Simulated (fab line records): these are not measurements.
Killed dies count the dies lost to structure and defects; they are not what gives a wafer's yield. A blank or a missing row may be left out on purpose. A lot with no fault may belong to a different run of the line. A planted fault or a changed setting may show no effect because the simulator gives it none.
fab line records    flow sky130
record: lots: 13  wafers: 39  lastDay: 50
route steps=708 shown LDD_HVN@274 LOCAL_INTERCONNECT@398 METAL1@452 PAD_OPEN@708
lots untouched by any fault: they come from a run of this same line in which no faults occurred
startH: the number of hours between the record's first day and the start of the first shown wafer of the lot    waitH: how many hours have passed since the lot's step before this one    " same as the row above    L1.1+2: several wafers, shown together as one row    - either no value or no given start    * or withheld: withheld    < > ~ a bound
route shown NAME@n: a module of which the file shows steps, and the number in the route of the first    usual: the fault-free wafers' mean and standard deviation    same: alike in all rows    chamber/n: place in a boat    sites: the reading at each site    _std_site: standard deviation of those values    _edge_site: inner sites' mean taken away from outer sites' mean    radiusMm: how far each site lies from the wafer's centre    mask NAME#n: copy n    behind: the last tool/chamber to shape the wafer    hold: why the lot went on hold/how many hours it stayed there/how the hold came to an end    device: transistor that didn't switch, given as n, p or np    end of line: the route-end tests of the same wafers    a step given without rows: its recipe and nothing more    killed: at the first sort, the dies lost to defects and structure; wafer yield is something else    map: dies across one wafer; x = killed, . = not, _ = none there
set.NAME: the setting as run; set.NAME@STEP: as run at that earlier step    model.NAME: the simulator's own value behind a step, which no gauge read
a sample of lots followed through the steps of the route, with each step as a table and each wafer as a row
services: when a tool's chamber went out of use (startH, in hours from the record's first day, below 0 if earlier), for how many hours, and the reason
== steps ==
step: SKY_LDD_HVN_OVL_MEAS_07
usual: LDD_HVN_OVL: 1.0/1.3
lot.wafer  tool        chamber  startH  waitH  LDD_HVN_OVL[nm]
L250.2     overlay-02  -        455.11  0.1    2.1
L250.4     "           -        "       "      1.1
L250.5     "           -        "       "      1.7
L251.1     overlay-01  -        467.60  0.1    0.1
L251.2     "           -        "       "      0.2
L251.3     "           -        "       "      0.3
L252.1     overlay-01  -        481.25  0.1    1.9
L252.5     "           -        "       "      1.4
L252.6     "           -        "       "      0.2
L256.2     overlay-01  -        533.80  0.1    1.7
L256.3     "           -        "       "      0.9
L256.4     "           -        "       "      2.0
L259.2     overlay-02  -        547.86  0.1    0.1
L259.4     "           -        "       "      0.6
L259.6     "           -        "       "      0.7
L261.2     overlay-02  -        583.81  0.1    0.4
L261.3     "           -        "       "      -1.4
L261.6     "           -        "       "      0.9
L260.4     overlay-01  -        584.72  0.1    0.7
L260.5     "           -        "       "      0.0
L260.6     "           -        "       "      1.8
L263.1     overlay-02  -        589.35  0.1    0.4
L263.2     "           -        "       "      1.7
L263.4     "           -        "       "      -0.3
L264.2     overlay-01  -        590.01  0.1    2.2
L264.3     "           -        "       "      4.2
L264.5     "           -        "       "      2.7
L265.1     overlay-02  -        594.20  0.1    0.7
L265.3     "           -        "       "      2.0
L265.6     "           -        "       "      0.8
L269.1     overlay-02  -        640.60  0.1    0.7
L269.4     "           -        "       "      3.0
L269.5     "           -        "       "      1.1
L272.2     overlay-01  -        655.41  0.1    0.5
L272.3     "           -        "       "      0.8
L272.4     "           -        "       "      0.9
L273.2     overlay-01  -        659.76  0.1    -1.3
L273.5     "           -        "       "      -1.5
L273.6     "           -        "       "      -0.7
step: SKY_LOCAL_INTERCONNECT_CD_MEAS_11
recipe: targetCdNm: 170
usual: cdNm: 170.3/1.3
lot.wafer  tool      chamber  startH  waitH  cdNm
L250.2     cdSem-01  -        698.82  -      171.1
L250.4     "         -        "       "      170.5
L250.5     "         -        "       "      171.1
L251.1     cdSem-02  -        709.45  -      171.1
L251.2     "         -        "       "      172.0
L251.3     "         -        "       "      169.8
L252.1     cdSem-01  -        721.00  -      171.6
L252.5     "         -        "       "      171.4
L252.6     "         -        "       "      169.1
L256.2     cdSem-01  -        766.77  -      170.6
L256.3     "         -        "       "      169.6
L256.4     "         -        "       "      169.5
L259.2     cdSem-02  -        779.62  -      173.6
L259.4     "         -        "       "      172.1
L259.6     "         -        "       "      170.5
L261.2     cdSem-02  -        812.87  -      171.4
L261.3     "         -        "       "      168.9
L261.6     "         -        "       "      170.4
L260.4     cdSem-01  -        815.51  -      170.1
L260.5     "         -        "       "      171.4
L260.6     "         -        "       "      171.2
L263.1     cdSem-02  -        817.65  -      171.0
L263.2     "         -        "       "      170.0
L263.4     "         -        "       "      169.4
L264.2     cdSem-01  -        817.77  -      170.8
L264.3     "         -        "       "      170.8
L264.5     "         -        "       "      171.8
L265.1     cdSem-01  -        820.60  -      172.2
L265.3     "         -        "       "      172.1
L265.6     "         -        "       "      172.4
L269.1     cdSem-02  -        865.90  -      169.6
L269.4     "         -        "       "      169.1
L269.5     "         -        "       "      167.4
L272.2     cdSem-02  -        880.02  -      169.0
L272.3     "         -        "       "      170.7
L272.4     "         -        "       "      168.1
L273.2     cdSem-02  -        882.27  -      170.9
L273.5     "         -        "       "      169.9
L273.6     "         -        "       "      170.2
step: SKY_LOCAL_INTERCONNECT_STRIP_15
recipe: chemistry: O2/N2  powerW: 1400  pressureMtorr: 1500  platenTempC: withheld  o2FlowSccm: 3000  n2FlowSccm: 300  overashFraction: 0.5
usual: chamberPressureMTorr: 1500.0/1.4  drypumpMotorCurrentA: 6.2/0.31  oesProductAu: 0.427/0.0043  stripTimeToEndpointS: 4.720/0.019
lot.wafer  tool            chamber  startH  waitH  chamberPressureMTorr  drypumpMotorCurrentA  oesProductAu  rfHoursCounterH  stripTimeToEndpointS
L250.2     plasmaAsher-02  0        699.07  0.0    1500.3                6.4                   0.431         85               4.721
L250.4     "               0        "       "      1501.6                6.4                   0.429         -                4.717
L250.5     "               1        "       "      1498.8                6.0                   0.415         -                4.740
L251.1     plasmaAsher-04  0        709.72  0.0    1501.2                6.8                   0.427         28               4.719
L251.2     "               1        "       "      1499.5                5.8                   0.430         28               4.716
L251.3     "               1        "       "      1499.5                5.8                   0.427         -                4.736
L252.1     plasmaAsher-03  0        721.27  0.0    1498.9                6.1                   0.424         104              4.712
L252.5     "               1        "       "      1501.1                6.0                   0.432         -                4.725
L252.6     "               0        "       "      1501.1                6.1                   0.432         -                4.714
L256.2     plasmaAsher-02  1        767.02  0.0    1498.1                6.0                   0.418         93               4.680
L256.3     "               1        "       "      1500.2                6.1                   0.429         -                4.687
L256.4     "               0        "       "      1500.4                6.3                   0.428         -                4.707
L259.2     plasmaAsher-02  1        779.87  0.0    1499.2                5.9                   0.431         95               4.719
L259.4     "               1        "       "      1500.7                6.0                   0.431         -                4.728
L259.6     "               1        "       "      1500.4                6.0                   0.429         -                4.725
L261.2     plasmaAsher-02  0        813.12  0.0    1498.8                6.3                   0.427         99               4.729
L261.3     "               0        "       "      1500.8                6.3                   0.424         -                4.750
L261.6     "               1        "       "      1499.6                6.0                   0.426         -                4.746
L260.4     plasmaAsher-03  1        815.75  0.1    1501.9                6.0                   0.415         -                4.723
L260.5     "               0        "       "      1500.9                6.1                   0.429         -                4.742
L260.6     "               1        "       "      1498.9                6.0                   0.430         -                4.736
L263.1     plasmaAsher-02  1        817.92  0.0    1498.8                6.0                   0.423         99               4.739
L263.2     "               0        "       "      1501.0                6.4                   0.425         99               4.699
L263.4     "               0        "       "      1497.5                6.4                   0.431         -                4.714
L264.2     plasmaAsher-04  0        818.02  0.0    1500.6                6.9                   0.425         43               4.700
L264.3     "               0        "       "      1498.1                6.8                   0.421         -                4.726
L264.5     "               1        "       "      1501.0                5.8                   0.429         -                4.723
L265.1     plasmaAsher-03  0        820.87  0.0    1501.3                6.2                   0.420         6                4.697
L265.3     "               0        "       "      1497.5                6.1                   0.432         -                4.701
L265.6     "               0        "       "      1500.5                6.1                   0.430         -                4.731
L269.1     plasmaAsher-04  0        866.17  0.0    1501.7                6.8                   0.427         47               4.697
L269.4     "               1        "       "      1500.5                5.8                   0.437         -                4.709
L269.5     "               1        "       "      1498.9                5.8                   0.427         -                4.705
L272.2     plasmaAsher-03  1        880.27  0.0    -                     -                     -             -                -
L272.3     "               1        "       "      -                     -                     -             -                -
L272.4     "               0        "       "      -                     -                     -             -                -
L273.2     plasmaAsher-02  0        882.52  0.0    -                     -                     -             -                -
L273.5     "               1        "       "      -                     -                     -             -                -
L273.6     "               0        "       "      -                     -                     -             -                -
step: SKY_METAL1_ETCH_18
recipe: chemistry: N2/H2  target: BARC  ionEnergyEv: 200  biasW: 100  pressureMtorr: 30  n2FlowSccm: 100  h2FlowSccm: 200  icpW: 500  stopOn: SiO2  timeS: 45.9  targetDepthA: 600
usual: drypumpMotorCurrentA: 5.7/0.34  oesProductAu: 0.854/0.0045  throttleValvePct: 13.224/0.0085
lot.wafer  tool         chamber  startH  waitH  drypumpMotorCurrentA  oesProductAu  rfHoursCounterH  throttleValvePct
L250.2     rieMetal-01  0        757.74  0.0    5.8                   0.857         8                13.218
L250.4     "            0        "       "      5.8                   0.853         -                13.221
L250.5     "            0        "       "      5.8                   0.864         -                13.224
L251.1     rieMetal-04  0        767.45  0.0    6.3                   0.847         0                13.227
L251.2     "            1        "       "      5.2                   0.852         1                13.235
L251.3     "            1        "       "      5.2                   0.857         -                13.226
L252.1     rieMetal-01  0        778.29  0.0    5.8                   0.859         9                13.230
L252.5     "            1        "       "      5.7                   0.860         -                13.226
L252.6     "            0        "       "      5.8                   0.853         -                13.243
L256.2     rieMetal-04  0        823.71  0.0    6.3                   0.854         3                13.227
L256.3     "            0        "       "      6.3                   0.860         -                13.213
L256.4     "            1        "       "      5.2                   0.858         -                13.218
L259.2     rieMetal-02  0        836.04  0.0    5.3                   0.856         15               13.210
L259.4     "            1        "       "      5.7                   0.862         -                13.219
L259.6     "            1        "       "      5.7                   0.855         -                13.228
L261.2     rieMetal-02  1        868.69  0.1    5.7                   0.849         -                13.241
L261.3     "            1        "       "      5.7                   0.853         -                13.220
L261.6     "            1        "       "      5.7                   0.854         -                13.206
L260.4     rieMetal-02  1        871.79  0.1    5.7                   0.861         -                13.217
L260.5     "            1        "       "      5.7                   0.862         -                13.231
L260.6     "            1        "       "      5.7                   0.855         -                13.229
L263.1     rieMetal-04  0        872.49  0.0    6.3                   0.848         4                13.225
L263.2     "            1        "       "      5.2                   0.862         5                13.223
L263.4     "            0        "       "      6.3                   0.849         -                13.216
L264.2     rieMetal-01  0        873.44  0.0    5.8                   0.850         12               13.214
L264.3     "            0        "       "      5.9                   0.864         -                13.226
L264.5     "            0        "       "      5.8                   0.853         -                13.229
L265.1     rieMetal-01  1        877.24  0.0    5.7                   0.854         16               13.224
L265.3     "            1        "       "      5.7                   0.850         -                13.231
L265.6     "            0        "       "      5.8                   0.852         -                13.226
L269.1     rieMetal-01  0        919.93  0.1    5.9                   0.859         15               13.222
L269.4     "            0        "       "      5.8                   0.861         -                13.222
L269.5     "            0        "       "      5.9                   0.847         -                13.222
step: SKY_PAD_OPEN_PROBE_99
usual: killed_at_M0_to_M3: 43/6.7  killed_at_M4_up: 3.2/1.8  killedAtContacts: 25/5.2  killedAtFrontEnd: 15/4.4  killedAtOther: 0.2/0.4  killedDies: 87/9.3  killedOnRim: 17/4  killedOpen: 48/7.1  killedShort: 39/6
same: grossDies: 492  killedAtBackSide: 0
lot.wafer  tool       chamber  startH   waitH  killed_at_M0_to_M3  killed_at_M4_up  killedAtContacts  killedAtFrontEnd  killedAtOther  killedDies  killedOnRim  killedOpen  killedShort
L251.1     prober-02  -        1080.81  0.1    39                  5                15                17                1              77          11           43          34
L251.2     prober-02  -        1080.86  0.1    64                  5                31                19                0              119         27           75          44
L251.3     prober-02  -        1080.91  0.2    38                  3                19                20                0              80          17           43          37
L252.1     prober-01  -        1084.13  0.1    49                  1                39                13                0              102         19           57          45
L252.5     prober-01  -        1084.33  0.2    35                  5                29                20                1              90          17           49          41
L252.6     prober-01  -        1084.38  0.2    55                  3                23                11                0              92          25           53          39
L263.1     prober-01  -        1158.45  0.1    47                  3                23                22                0              95          15           54          41
L263.2     prober-01  -        1158.50  0.1    37                  2                31                27                0              97          19           60          37
L263.4     prober-01  -        1158.60  0.2    50                  4                21                21                1              97          14           48          49
L264.2     prober-01  -        1159.98  0.1    48                  2                28                13                0              91          17           57          34
L264.3     prober-01  -        1160.03  0.2    37                  0                26                20                0              83          15           50          33
L264.5     prober-01  -        1160.13  0.2    40                  6                23                7                 0              76          14           39          37
L265.1     prober-02  -        1161.67  0.1    34                  3                16                17                0              70          12           39          31
L265.3     prober-02  -        1161.77  0.2    37                  3                22                10                0              72          15           41          31
L265.6     prober-02  -        1161.92  0.2    41                  3                15                13                0              72          10           36          36
L272.2     prober-01  -        1199.97  0.1    46                  1                430               15                0              492         96           61          34
L272.3     prober-01  -        1200.02  0.2    39                  4                437               12                0              492         96           51          40
L272.4     prober-01  -        1200.07  0.2    41                  2                437               12                0              492         96           40          34
L273.2     prober-02  -        1201.47  0.1    55                  1                423               13                0              492         96           59          40
L273.5     prober-02  -        1201.62  0.2    44                  3                430               15                0              492         96           47          40
L273.6     prober-02  -        1201.67  0.2    41                  1                432               18                0              492         96           53          39
killed by level:class
L251.1 VIA1:geometricParticle:open=12 POLY_GATE:geometricParticle:open=7 VIA2:geometricParticle:open=7 CONTACT:geometricParticle:short=6 VIA1:geometricParticle:short=6 FIELD_ISO:geometricParticle:open=4 CONTACT:geometricParticle:open=4 METAL3:geometricParticle:short=4
L251.2 VIA1:geometricParticle:open=19 LI_CONTACT:geometricParticle:open=9 CONTACT:geometricParticle:open=9 VIA2:geometricParticle:open=9 CONTACT:geometricParticle:short=8 FIELD_ISO:geometricParticle:open=7 VIA3:geometricParticle:open=7 VIA3:geometricParticle:short=6
L251.3 FIELD_ISO:geometricParticle:open=7 CONTACT:geometricParticle:open=7 METAL2:geometricParticle:short=7 METAL1:geometricParticle:short=6 CONTACT:geometricParticle:short=5 METAL3:geometricParticle:short=5 VIA3:geometricParticle:open=4 LI_CONTACT:geometricParticle:open=4
L252.1 CONTACT:geometricParticle:open=13 LI_CONTACT:geometricParticle:open=10 VIA1:geometricParticle:open=10 CONTACT:geometricParticle:short=7 METAL2:geometricParticle:short=7 VIA1:geometricParticle:short=6 VIA2:geometricParticle:open=6 VIA3:geometricParticle:open=6
L252.5 LOCAL_INTERCONNECT:geometricParticle:short=9 VIA1:geometricParticle:open=8 CONTACT:geometricParticle:open=7 METAL1:geometricParticle:short=7 LI_CONTACT:geometricParticle:open=6 FIELD_ISO:geometricParticle:short=5 METAL2:geometricParticle:open=5 CONTACT:geometricParticle:short=5
L252.6 VIA1:geometricParticle:open=9 CONTACT:geometricParticle:open=9 METAL1:geometricParticle:short=9 VIA2:geometricParticle:open=9 VIA1:geometricParticle:short=6 FIELD_ISO:geometricParticle:open=5 METAL1:geometricParticle:open=5 METAL2:geometricParticle:short=5
L263.1 VIA1:geometricParticle:open=14 LI_CONTACT:geometricParticle:open=9 VIA1:geometricParticle:short=7 POLY_GATE:geometricParticle:short=6 CONTACT:geometricParticle:open=6 METAL2:geometricParticle:short=6 FIELD_ISO:geometricParticle:open=5 METAL1:geometricParticle:short=5
L263.2 CONTACT:geometricParticle:open=12 POLY_GATE:geometricParticle:open=8 VIA1:geometricParticle:open=8 FIELD_ISO:geometricParticle:open=7 VIA3:geometricParticle:open=7 LI_CONTACT:geometricParticle:open=7 VIA2:geometricParticle:open=7 FIELD_ISO:geometricParticle:short=6
L263.4 METAL2:geometricParticle:short=11 VIA2:geometricParticle:open=10 LI_CONTACT:geometricParticle:open=9 VIA1:geometricParticle:open=8 FIELD_ISO:geometricParticle:open=7 FIELD_ISO:geometricParticle:short=5 METAL1:geometricParticle:short=5 VIA1:geometricParticle:short=5
L264.2 CONTACT:geometricParticle:open=14 METAL1:geometricParticle:short=8 VIA1:geometricParticle:open=8 VIA2:geometricParticle:open=8 VIA3:geometricParticle:open=7 LI_CONTACT:geometricParticle:open=6 POLY_GATE:geometricParticle:open=4 METAL2:geometricParticle:short=4
L264.3 LI_CONTACT:geometricParticle:open=11 FIELD_ISO:geometricParticle:short=10 VIA1:geometricParticle:open=10 VIA2:geometricParticle:open=7 CONTACT:geometricParticle:open=6 FIELD_ISO:geometricParticle:open=5 VIA3:geometricParticle:open=5 METAL1:geometricParticle:open=4
L264.5 VIA1:geometricParticle:open=10 CONTACT:geometricParticle:open=10 METAL2:geometricParticle:short=8 VIA3:geometricParticle:open=7 LI_CONTACT:geometricParticle:open=5 METAL1:geometricParticle:short=5 METAL4:geometricParticle:short=4 CONTACT:geometricParticle:short=4
L265.1 CONTACT:geometricParticle:open=6 VIA1:geometricParticle:open=6 VIA3:geometricParticle:open=6 FIELD_ISO:geometricParticle:open=5 VIA2:geometricParticle:open=5 METAL2:geometricParticle:short=5 SPACER:geometricParticle:short=3 CONTACT:geometricParticle:short=3
L265.3 VIA1:geometricParticle:open=12 CONTACT:geometricParticle:open=6 VIA2:geometricParticle:open=5 LI_CONTACT:geometricParticle:open=5 METAL2:geometricParticle:short=5 VIA3:geometricParticle:open=5 LOCAL_INTERCONNECT:geometricParticle:short=4 CONTACT:geometricParticle:short=4
L265.6 CONTACT:geometricParticle:open=8 VIA2:geometricParticle:open=6 VIA1:geometricParticle:short=6 METAL2:geometricParticle:short=6 VIA1:geometricParticle:open=5 VIA3:geometricParticle:open=5 FIELD_ISO:geometricParticle:short=4 POLY_GATE:geometricParticle:short=4
L272.2 CONTACT:areaCvd=397 LI_CONTACT:geometricParticle:open=13 VIA1:geometricParticle:open=12 CONTACT:geometricParticle:open=8 CONTACT:geometricParticle:short=6 VIA2:geometricParticle:open=6 VIA3:geometricParticle:open=6 FIELD_ISO:geometricParticle:open=5
L272.3 CONTACT:areaCvd=401 LI_CONTACT:geometricParticle:open=11 VIA1:geometricParticle:open=10 LOCAL_INTERCONNECT:geometricParticle:short=8 CONTACT:geometricParticle:open=8 VIA2:geometricParticle:open=8 VIA3:geometricParticle:open=8 METAL1:geometricParticle:short=6
L272.4 CONTACT:areaCvd=418 VIA1:geometricParticle:open=10 CONTACT:geometricParticle:open=9 VIA1:geometricParticle:short=7 POLY_GATE:geometricParticle:open=5 METAL1:geometricParticle:short=5 VIA2:geometricParticle:open=5 SPACER:geometricParticle:short=4
L273.2 CONTACT:areaCvd=393 VIA1:geometricParticle:open=15 CONTACT:geometricParticle:open=10 LI_CONTACT:geometricParticle:open=9 METAL2:geometricParticle:short=9 VIA2:geometricParticle:open=8 METAL1:geometricParticle:short=6 LI_CONTACT:geometricParticle:short=5
L273.5 CONTACT:areaCvd=405 VIA2:geometricParticle:open=9 METAL1:geometricParticle:short=7 FIELD_ISO:geometricParticle:short=6 CONTACT:geometricParticle:open=6 LI_CONTACT:geometricParticle:open=6 VIA1:geometricParticle:open=6 CONTACT:geometricParticle:short=5
L273.6 CONTACT:areaCvd=400 CONTACT:geometricParticle:open=15 METAL1:geometricParticle:short=10 VIA2:geometricParticle:open=7 METAL2:geometricParticle:short=6 POLY_GATE:geometricParticle:open=6 VIA1:geometricParticle:open=6 LOCAL_INTERCONNECT:geometricParticle:short=4
== services ==
tool            chamber  startH  hours  kind
plasmaAsher-02  -        689.66  0.4    repair
rieMetal-04     1        712.30  -      clean
rieMetal-04     1        712.30  26.8   scheduledDown
rieMetal-04     1        712.30  26.8   ventCycle
rieMetal-04     -        717.66  0.4    repair
plasmaAsher-03  -        733.75  9.0    pm
plasmaAsher-03  0        733.75  9.0    ventCycle
plasmaAsher-03  1        733.75  9.0    ventCycle
plasmaAsher-03  0        742.75  -      clean
plasmaAsher-03  1        742.75  -      clean
rieMetal-04     0        743.54  -      clean
rieMetal-04     0        743.54  12.1   scheduledDown
rieMetal-04     0        743.54  12.1   ventCycle
rieMetal-02     -        761.83  0.4    repair
plasmaAsher-03  -        762.65  24.4   repair
rieMetal-02     -        781.90  2.6    repair
rieMetal-04     -        833.93  28.1   pm
plasmaAsher-02  -        865.10  2.8    pm
rieMetal-02     0        865.38  -      clean
rieMetal-02     1        885.34  4.2    repair
rieMetal-01     1        889.41  -      clean
rieMetal-01     1        889.41  36.1   scheduledDown
rieMetal-01     1        889.41  36.1   ventCycle
rieMetal-04     1        918.18  8.0    repair
== key ==
firstSign: step: SKY_LOCAL_INTERCONNECT_STRIP_15  reading: toolRecord  direction: missing
effect: step: SKY_PAD_OPEN_PROBE_99  reading: killedAtContacts  direction: up  sigmas: 78  usual: 25  struck: 432
moreKillsBornAt: SKY_CONTACT_CVD_00@pecvd-01: 1216  SKY_CONTACT_CVD_00@pecvd-02: 1198
metAt SKY_LOCAL_INTERCONNECT_STRIP_15
struckLots L272,L273
laterRowsLeftOut L272.2,L272.3,L272.4,L273.2,L273.5,L273.6
testerLeftOut L272,L273
notActingAt SKY_LDD_HVN_OVL_MEAS_07,SKY_LOCAL_INTERCONNECT_CD_MEAS_11,SKY_METAL1_ETCH_18
onsetBetween 820.87 880.27
fault: kind: skippedStepWhole  tool: plasmaAsher-02,plasmaAsher-03  chamber: -  onsetH: 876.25  steps: SKY_LOCAL_INTERCONNECT_STRIP_15  scope: struckLotsOnly
testerLeftOut: of these lots the tester's yield and bins aren't shown, on N5 and GAA mostly nor the transistor test; their killed dies are dies lost to structure and defects alone, not to doping, threshold or leakage, so they don't give the yield
laterRowsLeftOut: the simulator's readings of these wafers behind a module that went badly wrong aren't trusted and aren't shown, but for the sort
